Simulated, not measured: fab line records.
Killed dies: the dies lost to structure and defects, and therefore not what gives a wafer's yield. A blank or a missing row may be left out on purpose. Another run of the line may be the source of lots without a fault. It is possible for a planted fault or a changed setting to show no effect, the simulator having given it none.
Matching of chambers	flow sky130	SKY_VIA2_ETCH_14 on rie diel-01 has 4 sister chambers
The step etches BARC in N2/H2, stops on SiO2, time 45.9 s, target depth 60 nm. 14 wafers are shown with their chamber, then 7 later ones without.

== WAFERS WITH THEIR CHAMBER ==
wafer	chamber	drypump motor current A (A)	rf fwd power W (W)	oes product au (a.u.)
L248.1	0	5.4	496.1	0.856
L248.5	1	5.8	492.9	0.866
L248.6	2	4.9	492.8	0.855
L261.1	3	5.5	494.0	0.846
L261.2	1	5.8	494.3	0.854
L261.5	0	5.4	496.8	0.861
L264.1	1	5.8	492.6	0.850
L264.2	2	4.9	492.4	0.854
L264.3	0	5.4	497.3	0.856
L266.4	0	5.5	498.3	0.862
L266.5	1	5.8	493.1	0.854
L266.6	2	4.9	496.8	0.865
L265.1	2	4.9	491.2	0.858
L265.2	1	5.8	492.3	0.853

SIGNATURES, as means of the wafers listed above
reading	chamber 0	chamber 1	chamber 2	chamber 3	scatter within a chamber
drypump motor current A	5.425	5.800	4.900	5.500	0.0274
rf fwd power W	497.125	493.040	493.300	494.000	1.5
oes product au	0.85875	0.85540	0.85800	0.84600	0.00506
Rule: a wafer's distance from a chamber is the root of the sum, over the readings, of the square of ((its reading less the chamber's mean) divided by the reading's scatter). If the next closest chamber is less than 2 further off than the closest, the wafer can't be placed; otherwise it belongs to the closest. The scatter: the root of (the sum of the squares of (reading less its chamber's mean) over the shown wafers, divided by (wafers less chambers)).

== WAFERS WITHOUT THEIR CHAMBER ==
wafer	drypump motor current A (A)	rf fwd power W (W)	oes product au (a.u.)
L265.5	4.9	493.3	0.853
L269.3	4.9	495.0	0.851
L269.4	5.5	492.9	0.860
L269.6	5.4	494.3	0.859
L271.2	4.9	491.1	0.865
L271.3	5.4	496.1	0.860
L271.4	5.5	494.9	0.851

== WHICH CHAMBER EACH ONE RAN IN ==
wafer	from the rows above	in truth
L265.5	2	2
L269.3	2	2
L269.4	can't be placed: 3 or 0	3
L269.6	0	0
L271.2	2	2
L271.3	0	0
L271.4	3	3
Placed correctly: 6 of 7. Unplaceable from these rows: 1, with the true chamber sitting among the candidates in 1. 0 placed wrongly.
